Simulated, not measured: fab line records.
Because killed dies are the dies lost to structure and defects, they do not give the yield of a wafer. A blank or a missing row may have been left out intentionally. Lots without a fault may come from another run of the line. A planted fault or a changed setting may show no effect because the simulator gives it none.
fab line records | flow sky130 | part 1 of 2: steps 1 to 35 of 44
[record] lots = 5 | wafers = 15 | last_day = 49
route steps=708 shown GATE_OXIDE@195 POLY_GATE@204 RES_PROTECT@206 LDD_N@237
lots that met no fault: from a run of the same line without faults
start_h: hours from the record's opening day to when the first of the lot's shown wafers began | wait_h: hours since the lot's step before | " same as the row above | L1.1+2: one row covering several wafers at once | - either no value or no given start | * or withheld: withheld | < > ~ a bound
route shown NAME@n: NAME is a module with steps in the file, n the number in the route of the first one | usual: mean and standard deviation over wafers with no fault | same: alike in all rows | chamber/n: place in a boat | sites: the reading at each site | _std_site: their standard deviation | _edge_site: inner sites' mean taken away from outer sites' mean | radius_mm: for every site, how far away it sits from the centre of the wafer | mask NAME#n: copy n | behind: the most recent tool/chamber to have shaped the wafer | hold: the reason the lot was held/the length of the hold in hours/how it ended | device: the n, p or np transistor that did not switch | end of line: tests run on the same wafers once the route is complete | for a step that has no rows: nothing shown but its recipe | killed: count of dies lost to structure and defects at first sort (not the wafer's yield) | map: a wafer's dies, marking killed ones x, the rest . and places with no die _
set.NAME: the run value of the setting; set.NAME@STEP: its run value at that earlier step | model.NAME: the simulator's own value behind a step, which no gauge read
certain route steps with their lots: each step a table, each wafer a row
services: the hour from which a tool's chamber was out of use, counted from the record's first day as start_h (under 0 if before that day), plus the number of hours and why
[[steps]]
[step SKY_GATE_OXIDE_PEB_08]
[recipe] temp_c = withheld | time_s = * | resist = NOVOLAK
lot.wafer  | tool           | chamber | start_h | wait_h
L074.2+3+6 | litho_track-03 | 0       | -       | -
L079.2+4+5 | litho_track-03 | 0       | -       | -
L084.3+5+6 | litho_track-02 | 0       | -       | -
L092.2+3+5 | litho_track-03 | 0       | -       | -
L095.2+3+6 | litho_track-03 | 0       | -       | -
[step SKY_GATE_OXIDE_DEVELOP_09]
[recipe] resist = NOVOLAK | developer = TMAH | develop_time_s = 60 | dev_temp_c = 23
lot.wafer  | tool           | chamber | start_h | wait_h
L074.2+3+6 | litho_track-03 | 0       | 306.29  | 0.1
L079.2+4+5 | litho_track-03 | 0       | 349.99  | 0.1
L084.3+5+6 | litho_track-02 | 0       | 392.60  | 0.1
L092.2+3+5 | litho_track-03 | 0       | 458.74  | 0.1
L095.2+3+6 | litho_track-03 | 0       | 487.34  | 0.1
[step SKY_GATE_OXIDE_OVL_MEAS_10]
[usual] GATE_OXIDE_OVL = 0.3/1.2
lot.wafer | tool       | chamber | start_h | wait_h | GATE_OXIDE_OVL[nm]
L074.2    | overlay-01 | -       | 306.42  | 0.1    | 1.1
L074.3    | "          | -       | "       | "      | 0.3
L074.6    | "          | -       | "       | "      | 1.1
L079.2    | overlay-01 | -       | 350.12  | 0.1    | 1.0
L079.4    | "          | -       | "       | "      | 2.0
L079.5    | "          | -       | "       | "      | 0.7
L084.3    | overlay-01 | -       | 392.71  | 0.1    | -1.0
L084.5    | "          | -       | "       | "      | 0.0
L084.6    | "          | -       | "       | "      | -0.9
L092.2    | overlay-01 | -       | 458.87  | 0.1    | 1.1
L092.3    | "          | -       | "       | "      | 0.4
L092.5    | "          | -       | "       | "      | 1.4
L095.2    | overlay-01 | -       | 487.47  | 0.1    | 1.3
L095.3    | "          | -       | "       | "      | 1.1
L095.6    | "          | -       | "       | "      | 0.6
[step SKY_GATE_OXIDE_IMPLANT_11]
[recipe] species = B | energy_kev = 10.18 | dose_cm2 = 2.6e+12 | tilt_deg = withheld
[usual] end_station_pressure_torr = 5.02e-06/2.4e-07
lot.wafer | tool         | chamber | start_h | wait_h | end_station_pressure_torr
L074.2    | implanter-04 | 0       | 306.47  | 0.0    | 4.98e-06
L074.3    | "            | 0       | "       | "      | 4.82e-06
L074.6    | "            | 0       | "       | "      | 4.93e-06
L079.2    | implanter-04 | 0       | 350.17  | 0.0    | 5.19e-06
L079.4    | "            | 0       | "       | "      | 5.21e-06
L079.5    | "            | 0       | "       | "      | 5.14e-06
L084.3    | implanter-01 | 0       | 392.78  | 0.1    | 5.25e-06
L084.5    | "            | 0       | "       | "      | 5.04e-06
L084.6    | "            | 0       | "       | "      | 4.85e-06
L092.2    | implanter-01 | 0       | 458.92  | 0.0    | 4.81e-06
L092.3    | "            | 0       | "       | "      | 4.93e-06
L092.5    | "            | 0       | "       | "      | 5.03e-06
L095.2    | implanter-02 | 0       | 487.52  | 0.0    | 4.62e-06
L095.3    | "            | 0       | "       | "      | 5.14e-06
L095.6    | "            | 0       | "       | "      | 4.85e-06
[step SKY_GATE_OXIDE_WET_ETCH_12]
[recipe] chemistry = dHF | target_depth_nm = 16.8 | dry = n2_spin | target = SiO2 | dilution = 100:1 | temp_c = 25 | time_s = 336
lot.wafer  | tool         | chamber | start_h | wait_h
L074.2+3+6 | wet_bench-01 | 0       | 306.66  | 0.2
L079.2+4+5 | wet_bench-02 | 0       | 350.30  | 0.1
L084.3+5+6 | wet_bench-04 | 3       | 392.88  | 0.1
L092.2+3+5 | wet_bench-04 | 0       | 459.05  | 0.1
L095.2+3+6 | wet_bench-02 | 2       | 487.65  | 0.1
[step SKY_GATE_OXIDE_STRIP_13]
[recipe] chemistry = O2/N2 | power_w = 1400 | pressure_mtorr = 1500 | platen_temp_c = withheld | o2_flow_sccm = 3000 | n2_flow_sccm = 300 | overash_fraction = 0.5
[usual] drypump_motor_current_A = 5.5/0.52 | oes_product_au = 0.715/0.0042 | strip_time_to_endpoint_s = 14.17/0.042
lot.wafer | tool            | chamber | start_h | wait_h | drypump_motor_current_A | oes_product_au | rf_hours_counter_h | strip_time_to_endpoint_s
L074.2    | plasma_asher-03 | 0       | 306.77  | 0.0    | 5.7                     | 0.717          | 19                 | 14.13
L074.3    | "               | 0       | "       | "      | 5.7                     | 0.713          | -                  | 14.16
L074.6    | "               | 0       | "       | "      | 5.7                     | 0.712          | -                  | 14.16
L079.2    | plasma_asher-03 | 0       | 350.40  | 0.0    | 5.7                     | 0.709          | 23                 | 14.18
L079.4    | "               | 1       | "       | "      | 4.7                     | 0.723          | -                  | 14.18
L079.5    | "               | 0       | "       | "      | 5.7                     | 0.710          | -                  | 14.18
L084.3    | plasma_asher-01 | 0       | 393.02  | 0.0    | 4.9                     | 0.718          | -                  | 14.15
L084.5    | "               | 1       | "       | "      | 5.5                     | 0.715          | -                  | 14.15
L084.6    | "               | 0       | "       | "      | 4.9                     | 0.715          | -                  | 14.19
L092.2    | plasma_asher-04 | 1       | 459.15  | 0.0    | 5.4                     | 0.717          | 60                 | 14.19
L092.3    | "               | 0       | "       | "      | 6.3                     | 0.710          | -                  | 14.16
L092.5    | "               | 0       | "       | "      | 6.4                     | 0.710          | -                  | 14.19
L095.2    | plasma_asher-04 | 0       | 487.75  | 0.0    | 6.3                     | 0.711          | 63                 | 14.18
L095.3    | "               | 1       | "       | "      | 5.4                     | 0.716          | -                  | 14.12
L095.6    | "               | 1       | "       | "      | 5.4                     | 0.711          | -                  | 14.13
[step SKY_GATE_OXIDE_TW_MEAS_14]
[usual] GATE_OXIDE_TW = 226.5/2.9
lot.wafer | tool          | chamber | start_h | wait_h | GATE_OXIDE_TW
L074.2    | film_metro-03 | -       | 306.88  | 0.1    | 222.2
L074.3    | "             | -       | "       | "      | 222.5
L074.6    | "             | -       | "       | "      | 222.0
L079.2    | film_metro-03 | -       | 350.51  | 0.1    | 224.2
L079.4    | "             | -       | "       | "      | 223.1
L079.5    | "             | -       | "       | "      | 224.4
L084.3    | film_metro-02 | -       | 393.10  | 0.1    | 228.8
L084.5    | "             | -       | "       | "      | 229.4
L084.6    | "             | -       | "       | "      | 229.8
L092.2    | film_metro-03 | -       | 459.26  | 0.1    | 224.2
L092.3    | "             | -       | "       | "      | 224.1
L092.5    | "             | -       | "       | "      | 225.1
L095.2    | film_metro-01 | -       | 487.86  | 0.1    | 223.1
L095.3    | "             | -       | "       | "      | 224.3
L095.6    | "             | -       | "       | "      | 223.9
[step SKY_GATE_OXIDE_CLEAN_15]
[recipe] chemistry = SC1/SC2 | mix = 1:4:20 | temp_c = 70 | time_s = 150 | dry = n2_spin
lot.wafer  | tool         | chamber | start_h | wait_h
L074.2+3+6 | wet_bench-02 | 2       | 306.93  | 0.0
L079.2+4+5 | wet_bench-01 | 3       | 350.56  | 0.0
L084.3+5+6 | wet_bench-02 | 2       | 393.14  | 0.0
L092.2+3+5 | wet_bench-01 | 1       | 459.31  | 0.0
L095.2+3+6 | wet_bench-01 | 2       | 487.91  | 0.0
[step SKY_GATE_OXIDE_OXIDATION_16]
[recipe] temp_c = 800 | ambient = O2 | idle_temp_c = 700 | ramp_up_c_per_min = 10 | ramp_down_c_per_min = 3 | stabilise_s = 600 | purge_s = 300 | target_thk_a = 35.7 | ox_time_s = 1915
lot.wafer  | tool       | chamber | start_h | wait_h
L074.2+3+6 | furnace-01 | 0       | 308.06  | 1.1
L079.2+4+5 | furnace-01 | 0       | 351.06  | 0.5
L084.3+5+6 | furnace-02 | 0       | 394.47  | 1.3
L092.2+3+5 | furnace-02 | 0       | 460.61  | 1.2
L095.2+3+6 | furnace-02 | 0       | 487.96  | 0.0
[step SKY_POLY_GATE_CVD_00]
[recipe] material = poly-Si | target_thk_nm = 180 | temp_c = 620 | time_s = 720 | pressure_mtorr = 200
lot.wafer  | tool     | chamber | start_h | wait_h
L074.2+3+6 | lpcvd-01 | 1       | 309.60  | 0.0
L079.2+4+5 | lpcvd-01 | 1       | 352.60  | 0.0
L084.3+5+6 | lpcvd-01 | 0       | 396.01  | 0.0
L092.2+3+5 | lpcvd-01 | 1       | 462.14  | 0.0
L095.2+3+6 | lpcvd-01 | 0       | 489.49  | 0.0
[step SKY_POLY_GATE_THK_MEAS_01]
[recipe] reads = poly-Si_of_POLY_GATE_CVD_00
[usual] POLY_GATE_CVD_00_THK = 179.8/1.5
lot.wafer | tool          | chamber | start_h | wait_h | POLY_GATE_CVD_00_THK[nm]
L074.2    | film_metro-01 | -       | 310.81  | 0.0    | 178.7
L074.3    | "             | -       | "       | "      | 178.7
L074.6    | "             | -       | "       | "      | 180.3
L079.2    | film_metro-01 | -       | 353.81  | 0.0    | 178.7
L079.4    | "             | -       | "       | "      | 180.4
L079.5    | "             | -       | "       | "      | 179.4
L084.3    | film_metro-02 | -       | 397.23  | 0.0    | 179.4
L084.5    | "             | -       | "       | "      | 179.0
L084.6    | "             | -       | "       | "      | 179.5
L092.2    | film_metro-02 | -       | 463.35  | 0.0    | 180.4
L092.3    | "             | -       | "       | "      | 180.3
L092.5    | "             | -       | "       | "      | 181.4
L095.2    | film_metro-02 | -       | 490.70  | 0.0    | 179.2
L095.3    | "             | -       | "       | "      | 178.6
L095.6    | "             | -       | "       | "      | 177.5
[step SKY_RES_PROTECT_DEHYDRATE_00]
[recipe] temp_c = 200 | time_s = 60
lot.wafer  | tool           | chamber | start_h | wait_h
L074.2+3+6 | litho_track-03 | 0       | 323.64  | 12.8
L079.2+4+5 | litho_track-03 | 0       | 366.99  | 13.2
L084.3+5+6 | litho_track-01 | 0       | 411.21  | 14.0
L092.2+3+5 | litho_track-03 | 0       | 478.39  | 15.0
L095.2+3+6 | litho_track-02 | 0       | 505.02  | 14.3
[step SKY_RES_PROTECT_HMDS_01]
[recipe] prime_time_s = 60 | prime_temp_c = 120
lot.wafer  | tool           | chamber | start_h | wait_h
L074.2+3+6 | litho_track-03 | 0       | 323.79  | 0.1
L079.2+4+5 | litho_track-03 | 0       | 367.14  | 0.1
L084.3+5+6 | litho_track-01 | 0       | 411.36  | 0.1
L092.2+3+5 | litho_track-03 | 0       | 478.54  | 0.1
L095.2+3+6 | litho_track-02 | 0       | 505.17  | 0.1
[step SKY_RES_PROTECT_COAT_02]
[recipe] resist = NOVOLAK | spin_rpm = 3000 | resist_thk_nm = 1140
lot.wafer  | tool           | chamber | start_h | wait_h
L074.2+3+6 | litho_track-03 | 0       | 323.94  | 0.1
L079.2+4+5 | litho_track-03 | 0       | 367.29  | 0.1
L084.3+5+6 | litho_track-01 | 0       | 411.51  | 0.1
L092.2+3+5 | litho_track-03 | 0       | 478.69  | 0.1
L095.2+3+6 | litho_track-02 | 0       | 505.32  | 0.1
[step SKY_RES_PROTECT_SOFTBAKE_03]
[recipe] temp_c = 90 | time_s = 60 | resist = NOVOLAK
lot.wafer  | tool           | chamber | start_h | wait_h
L074.2+3+6 | litho_track-03 | 0       | 324.09  | 0.1
L079.2+4+5 | litho_track-03 | 0       | 367.44  | 0.1
L084.3+5+6 | litho_track-01 | 0       | 411.66  | 0.1
L092.2+3+5 | litho_track-03 | 0       | 478.84  | 0.1
L095.2+3+6 | litho_track-02 | 0       | 505.47  | 0.1
[step SKY_RES_PROTECT_EXPOSE_04]
[recipe] mask_id = RPM | na = 0.6 | source_shape = conventional | sigma_outer = 0.6 | polarization = unpolarized | target_cd_nm = 1270 | dose_mj = 131
lot.wafer  | tool             | chamber | start_h | wait_h | mask
L074.2+3+6 | iline_stepper-02 | 0       | -       | -      | RPM#0
L079.2+4+5 | iline_stepper-02 | 0       | -       | -      | RPM#0
L084.3+5+6 | iline_stepper-02 | 0       | -       | -      | RPM#0
L092.2+3+5 | iline_stepper-02 | 0       | -       | -      | RPM#0
L095.2+3+6 | iline_stepper-01 | 0       | -       | -      | RPM#0
[step SKY_RES_PROTECT_PEB_05]
[recipe] temp_c = withheld | time_s = * | resist = NOVOLAK
lot.wafer  | tool           | chamber | start_h | wait_h
L074.2+3+6 | litho_track-02 | 0       | -       | -
L079.2+4+5 | litho_track-03 | 0       | -       | -
L084.3+5+6 | litho_track-03 | 0       | -       | -
L092.2+3+5 | litho_track-02 | 0       | -       | -
L095.2+3+6 | litho_track-01 | 0       | -       | -
[step SKY_RES_PROTECT_DEVELOP_06]
[recipe] resist = NOVOLAK | developer = TMAH | develop_time_s = 60 | dev_temp_c = 23
lot.wafer  | tool           | chamber | start_h | wait_h
L074.2+3+6 | litho_track-02 | 0       | 337.27  | 0.1
L079.2+4+5 | litho_track-03 | 0       | 381.54  | 0.1
L084.3+5+6 | litho_track-03 | 0       | 426.41  | 0.1
L092.2+3+5 | litho_track-02 | 0       | 493.92  | 0.1
L095.2+3+6 | litho_track-01 | 0       | 520.79  | 0.1
[step SKY_POLY_GATE_IMPLANT_02]
[recipe] species = P | energy_kev = 30.48 | dose_cm2 = 7.7e+15 | tilt_deg = 0
[usual] end_station_pressure_torr = 1.12e-05/7.3e-07
lot.wafer | tool         | chamber | start_h | wait_h | end_station_pressure_torr
L074.2    | implanter-01 | 0       | 337.42  | 0.1    | 1.22e-05
L074.3    | "            | 0       | "       | "      | 1.12e-05
L074.6    | "            | 0       | "       | "      | 1.22e-05
L079.2    | implanter-01 | 0       | 381.69  | 0.1    | 1.13e-05
L079.4    | "            | 0       | "       | "      | 1.32e-05
L079.5    | "            | 0       | "       | "      | 1.22e-05
L084.3    | implanter-01 | 0       | 426.56  | 0.1    | 1.24e-05
L084.5    | "            | 0       | "       | "      | 1.16e-05
L084.6    | "            | 0       | "       | "      | 1.16e-05
L092.2    | implanter-02 | 0       | 494.07  | 0.1    | 1.08e-05
L092.3    | "            | 0       | "       | "      | 1.09e-05
L092.5    | "            | 0       | "       | "      | 1.05e-05
L095.2    | implanter-01 | 0       | 520.94  | 0.1    | 1.12e-05
L095.3    | "            | 0       | "       | "      | 1.13e-05
L095.6    | "            | 0       | "       | "      | 1.18e-05
[step SKY_RES_PROTECT_STRIP_07]
[recipe] chemistry = O2/N2 | power_w = 1400 | pressure_mtorr = 1500 | platen_temp_c = withheld | o2_flow_sccm = 3000 | n2_flow_sccm = 300 | overash_fraction = 0.5
[usual] drypump_motor_current_A = 5.4/0.54 | oes_product_au = 0.516/0.0048 | strip_time_to_endpoint_s = 23.43/0.042
lot.wafer | tool            | chamber | start_h | wait_h | drypump_motor_current_A | oes_product_au | rf_hours_counter_h | strip_time_to_endpoint_s
L074.2    | plasma_asher-03 | 0       | 337.55  | 0.1    | 5.7                     | 0.515          | 22                 | 23.51
L074.3    | "               | 1       | "       | "      | 4.6                     | 0.520          | -                  | 23.46
L074.6    | "               | 1       | "       | "      | 4.6                     | 0.516          | -                  | 23.42
L079.2    | plasma_asher-03 | 1       | 381.81  | 0.1    | 4.7                     | 0.513          | 27                 | 23.46
L079.4    | "               | 1       | "       | "      | 4.7                     | 0.523          | -                  | 23.45
L079.5    | "               | 0       | "       | "      | 5.7                     | 0.526          | -                  | 23.43
L084.3    | plasma_asher-03 | 0       | 426.69  | 0.1    | 5.7                     | 0.513          | -                  | 23.41
L084.5    | "               | 0       | "       | "      | 5.7                     | 0.516          | -                  | 23.40
L084.6    | "               | 1       | "       | "      | 4.6                     | 0.521          | -                  | 23.39
L092.2    | plasma_asher-02 | 1       | 494.19  | 0.1    | 5.8                     | 0.514          | 83                 | 23.43
L092.3    | "               | 0       | "       | "      | 6.2                     | 0.514          | -                  | 23.36
L092.5    | "               | 1       | "       | "      | 5.8                     | 0.516          | -                  | 23.44
L095.2    | plasma_asher-02 | 0       | 521.06  | 0.1    | 6.2                     | 0.507          | 85                 | 23.39
L095.3    | "               | 0       | "       | "      | 6.2                     | 0.519          | -                  | 23.42
L095.6    | "               | 0       | "       | "      | 6.2                     | 0.518          | -                  | 23.40
[step SKY_RES_PROTECT_TW_MEAS_08]
[usual] POLY_GATE_TW = 4048/22
lot.wafer | tool          | chamber | start_h | wait_h | POLY_GATE_TW
L074.2    | film_metro-01 | -       | 337.66  | 0.1    | 4062
L074.3    | "             | -       | "       | "      | 4042
L074.6    | "             | -       | "       | "      | 4057
L079.2    | film_metro-01 | -       | 381.92  | 0.1    | 4040
L079.4    | "             | -       | "       | "      | 4064
L079.5    | "             | -       | "       | "      | 4058
L084.3    | film_metro-03 | -       | 426.78  | 0.1    | 4015
L084.5    | "             | -       | "       | "      | 4014
L084.6    | "             | -       | "       | "      | 4019
L092.2    | film_metro-03 | -       | 494.30  | 0.1    | 4041
L092.3    | "             | -       | "       | "      | 4056
L092.5    | "             | -       | "       | "      | 4045
L095.2    | film_metro-03 | -       | 521.17  | 0.1    | 4051
L095.3    | "             | -       | "       | "      | 4023
L095.6    | "             | -       | "       | "      | 4064
[step SKY_RES_PROTECT_CLEAN_09]
[recipe] chemistry = SC1/SC2 | mix = 1:4:20 | temp_c = 70 | time_s = 150 | dry = n2_spin
lot.wafer  | tool         | chamber | start_h | wait_h
L074.2+3+6 | wet_bench-01 | 2       | 337.71  | 0.0
L079.2+4+5 | wet_bench-01 | 2       | 381.97  | 0.0
L084.3+5+6 | wet_bench-02 | 0       | 426.82  | 0.0
L092.2+3+5 | wet_bench-02 | 0       | 494.35  | 0.0
L095.2+3+6 | wet_bench-03 | 1       | 521.22  | 0.0
[step SKY_POLY_GATE_CVD_03]
[recipe] material = Si3N4 | precursor = DCS/NH3 | target_thk_nm = 75 | temp_c = 770 | time_s = 1290 | pressure_mtorr = 250
lot.wafer  | tool     | chamber | start_h | wait_h
L074.2+3+6 | lpcvd-02 | 0       | 337.76  | 0.0
L079.2+4+5 | lpcvd-02 | 1       | 382.02  | 0.0
L084.3+5+6 | lpcvd-02 | 0       | 426.88  | 0.0
L092.2+3+5 | lpcvd-02 | 1       | 494.41  | 0.0
L095.2+3+6 | lpcvd-02 | 1       | 521.27  | 0.0
[step SKY_POLY_GATE_THK_MEAS_04]
[recipe] reads = Si3N4_of_POLY_GATE_CVD_03
[usual] POLY_GATE_CVD_03_THK = 75.2/0.55
lot.wafer | tool          | chamber | start_h | wait_h | POLY_GATE_CVD_03_THK[nm]
L074.2    | film_metro-02 | -       | 339.13  | 0.0    | 75.6
L074.3    | "             | -       | "       | "      | 74.8
L074.6    | "             | -       | "       | "      | 75.4
L079.2    | film_metro-04 | -       | 383.39  | 0.0    | 75.6
L079.4    | "             | -       | "       | "      | 74.6
L079.5    | "             | -       | "       | "      | 75.0
L084.3    | film_metro-04 | -       | 428.25  | 0.0    | 76.1
L084.5    | "             | -       | "       | "      | 75.5
L084.6    | "             | -       | "       | "      | 75.5
L092.2    | film_metro-01 | -       | 495.78  | 0.0    | 75.4
L092.3    | "             | -       | "       | "      | 74.6
L092.5    | "             | -       | "       | "      | 74.7
L095.2    | film_metro-04 | -       | 522.64  | 0.0    | 75.4
L095.3    | "             | -       | "       | "      | 75.4
L095.6    | "             | -       | "       | "      | 75.4
[step SKY_POLY_GATE_DEHYDRATE_05]
[recipe] temp_c = 200 | time_s = 60
lot.wafer  | tool           | chamber | start_h | wait_h
L074.2+3+6 | litho_track-02 | 0       | 352.02  | 12.9
L079.2+4+5 | litho_track-02 | 0       | 396.77  | 13.4
L084.3+5+6 | litho_track-04 | 0       | 443.35  | 15.1
L092.2+3+5 | litho_track-02 | 0       | 510.82  | 15.0
L095.2+3+6 | litho_track-01 | 0       | 536.69  | 14.0
[step SKY_POLY_GATE_HMDS_06]
[recipe] prime_time_s = 60 | prime_temp_c = 120
lot.wafer  | tool           | chamber | start_h | wait_h
L074.2+3+6 | litho_track-02 | 0       | 352.17  | 0.1
L079.2+4+5 | litho_track-02 | 0       | 396.92  | 0.1
L084.3+5+6 | litho_track-04 | 0       | 443.50  | 0.1
L092.2+3+5 | litho_track-02 | 0       | 510.97  | 0.1
L095.2+3+6 | litho_track-01 | 0       | 536.84  | 0.1
[step SKY_POLY_GATE_COAT_07]
[recipe] resist = BARC | temp_c = withheld | time_s = withheld | spin_rpm = 3000 | resist_thk_nm = 110
lot.wafer  | tool           | chamber | start_h | wait_h
L074.2+3+6 | litho_track-02 | 0       | 352.32  | 0.1
L079.2+4+5 | litho_track-02 | 0       | 397.07  | 0.1
L084.3+5+6 | litho_track-04 | 0       | 443.65  | 0.1
L092.2+3+5 | litho_track-02 | 0       | 511.12  | 0.1
L095.2+3+6 | litho_track-01 | 0       | 536.99  | 0.1
[step SKY_POLY_GATE_COAT_08]
[recipe] resist = KrF-thick | spin_rpm = 3000 | resist_thk_nm = 450
lot.wafer  | tool           | chamber | start_h | wait_h
L074.2+3+6 | litho_track-02 | 0       | -       | -
L079.2+4+5 | litho_track-02 | 0       | -       | -
L084.3+5+6 | litho_track-04 | 0       | -       | -
L092.2+3+5 | litho_track-02 | 0       | -       | -
L095.2+3+6 | litho_track-01 | 0       | -       | -
[step SKY_POLY_GATE_SOFTBAKE_09]
[recipe] temp_c = 100 | time_s = 90 | resist = KrF-thick
lot.wafer  | tool           | chamber | start_h | wait_h
L074.2+3+6 | litho_track-02 | 0       | -       | -
L079.2+4+5 | litho_track-02 | 0       | -       | -
L084.3+5+6 | litho_track-04 | 0       | -       | -
L092.2+3+5 | litho_track-02 | 0       | -       | -
L095.2+3+6 | litho_track-01 | 0       | -       | -
[step SKY_POLY_GATE_EXPOSE_10]
[recipe] mask_id = P1M | na = 0.68 | source_shape = conventional | sigma_outer = 0.6 | target_cd_nm = 150 | dose_mj = 28
lot.wafer  | tool           | chamber | start_h | wait_h | mask
L074.2+3+6 | krf_scanner-01 | 0       | -       | -      | P1M#0
L079.2+4+5 | krf_scanner-01 | 0       | -       | -      | P1M#0
L084.3+5+6 | krf_scanner-01 | 0       | -       | -      | P1M#0
L092.2+3+5 | krf_scanner-02 | 0       | -       | -      | P1M#0
L095.2+3+6 | krf_scanner-02 | 0       | -       | -      | P1M#0
[step SKY_POLY_GATE_PEB_11]
[recipe] peb_temp_c = withheld | peb_time_s = withheld | resist = KrF-thick
lot.wafer  | tool           | chamber | start_h | wait_h
L074.2+3+6 | litho_track-02 | 0       | -       | -
L079.2+4+5 | litho_track-02 | 0       | -       | -
L084.3+5+6 | litho_track-04 | 0       | -       | -
L092.2+3+5 | litho_track-02 | 0       | -       | -
L095.2+3+6 | litho_track-04 | 0       | -       | -
[step SKY_POLY_GATE_DEVELOP_12]
[recipe] develop_time_s = 60 | resist = KrF-thick | dev_temp_c = 21
lot.wafer  | tool           | chamber | start_h | wait_h
L074.2+3+6 | litho_track-02 | 0       | -       | -
L079.2+4+5 | litho_track-02 | 0       | -       | -
L084.3+5+6 | litho_track-04 | 0       | -       | -
L092.2+3+5 | litho_track-02 | 0       | -       | -
L095.2+3+6 | litho_track-04 | 0       | -       | -
[step SKY_POLY_GATE_CD_MEAS_13]
[recipe] target_cd_nm = 150
[usual] cd_nm = 150.0/1.5
lot.wafer | tool      | chamber | start_h | wait_h | cd_nm
L074.2    | cd_sem-01 | -       | 366.77  | -      | 149.2
L074.3    | "         | -       | "       | "      | 150.5
L074.6    | "         | -       | "       | "      | 149.5
L079.2    | cd_sem-01 | -       | 411.92  | -      | 147.7
L079.4    | "         | -       | "       | "      | 146.0
L079.5    | "         | -       | "       | "      | 148.5
L084.3    | cd_sem-01 | -       | 459.04  | -      | 149.6
L084.5    | "         | -       | "       | "      | 150.1
L084.6    | "         | -       | "       | "      | 148.8
L092.2    | cd_sem-01 | -       | 526.51  | -      | 149.8
L092.3    | "         | -       | "       | "      | 150.5
L092.5    | "         | -       | "       | "      | 151.2
L095.2    | cd_sem-01 | -       | 552.67  | -      | 150.1
L095.3    | "         | -       | "       | "      | 151.9
L095.6    | "         | -       | "       | "      | 152.0
[step SKY_POLY_GATE_OVL_MEAS_14]
[usual] POLY_GATE_OVL = -5/5.1
lot.wafer | tool       | chamber | start_h | wait_h | POLY_GATE_OVL[nm]
L074.2    | overlay-02 | -       | 366.87  | 0.1    | -4
L074.3    | "          | -       | "       | "      | -5
L074.6    | "          | -       | "       | "      | -7
L079.2    | overlay-02 | -       | 412.02  | 0.1    | -7
L079.4    | "          | -       | "       | "      | -2
L079.5    | "          | -       | "       | "      | -3
L084.3    | overlay-01 | -       | 459.13  | 0.1    | -7
L084.5    | "          | -       | "       | "      | -2
L084.6    | "          | -       | "       | "      | 0
L092.2    | overlay-02 | -       | 526.62  | 0.1    | -11
L092.3    | "          | -       | "       | "      | -7
L092.5    | "          | -       | "       | "      | -13
L095.2    | overlay-02 | -       | 552.77  | 0.1    | -4
L095.3    | "          | -       | "       | "      | -6
L095.6    | "          | -       | "       | "      | -6
[step SKY_POLY_GATE_ETCH_15]
[recipe] chemistry = N2/H2 | target = BARC | ion_energy_ev = 200 | source_w = 500 | bias_w = 100 | pressure_mtorr = 30 | n2_flow_sccm = 100 | h2_flow_sccm = 200 | stop_on = SiO2 | time_s = 118.5 | target_depth_a = 1100
[usual] bias_w = 100.0/0.3 | drypump_motor_current_A = 5.7/0.38 | oes_product_au = 0.716/0.0047 | throttle_valve_pct = 13.213/0.0094
lot.wafer | tool        | chamber | start_h | wait_h | bias_w | drypump_motor_current_A | oes_product_au | rf_hours_counter_h | throttle_valve_pct
L074.2    | rie_diel-02 | 3       | 366.90  | 0.0    | 100.0  | 5.6                     | 0.726          | 111                | 13.205
L074.3    | "           | 1       | "       | "      | 100.9  | 6.0                     | 0.725          | 3                  | 13.226
L074.6    | "           | 0       | "       | "      | 99.8   | 5.5                     | 0.713          | -                  | 13.204
L079.2    | rie_diel-02 | 1       | 412.05  | 0.0    | 100.3  | 6.0                     | 0.720          | 4                  | 13.202
L079.4    | "           | 0       | "       | "      | 99.7   | 5.5                     | 0.711          | -                  | 13.212
L079.5    | "           | 2       | "       | "      | 99.7   | 6.2                     | 0.711          | -                  | 13.222
L084.3    | rie_diel-04 | 1       | 459.16  | 0.0    | 100.4  | 4.8                     | 0.714          | 5                  | 13.219
L084.5    | "           | 2       | "       | "      | 99.5   | 5.4                     | 0.714          | -                  | 13.208
L084.6    | "           | 1       | "       | "      | 100.5  | 4.8                     | 0.716          | -                  | 13.215
L092.2    | rie_diel-04 | 3       | 526.65  | 0.0    | 99.9   | 6.2                     | 0.715          | 5                  | 13.201
L092.3    | "           | 0       | "       | "      | 100.1  | 5.1                     | 0.717          | 9                  | 13.214
L092.5    | "           | 1       | "       | "      | 99.8   | 4.8                     | 0.720          | -                  | 13.212
L095.2    | rie_diel-02 | 2       | 552.80  | 0.0    | 99.6   | 6.2                     | 0.719          | 30                 | 13.228
L095.3    | "           | 3       | "       | "      | 100.4  | 5.7                     | 0.715          | 3                  | 13.200
L095.6    | "           | 0       | "       | "      | 100.0  | 5.5                     | 0.718          | -                  | 13.217
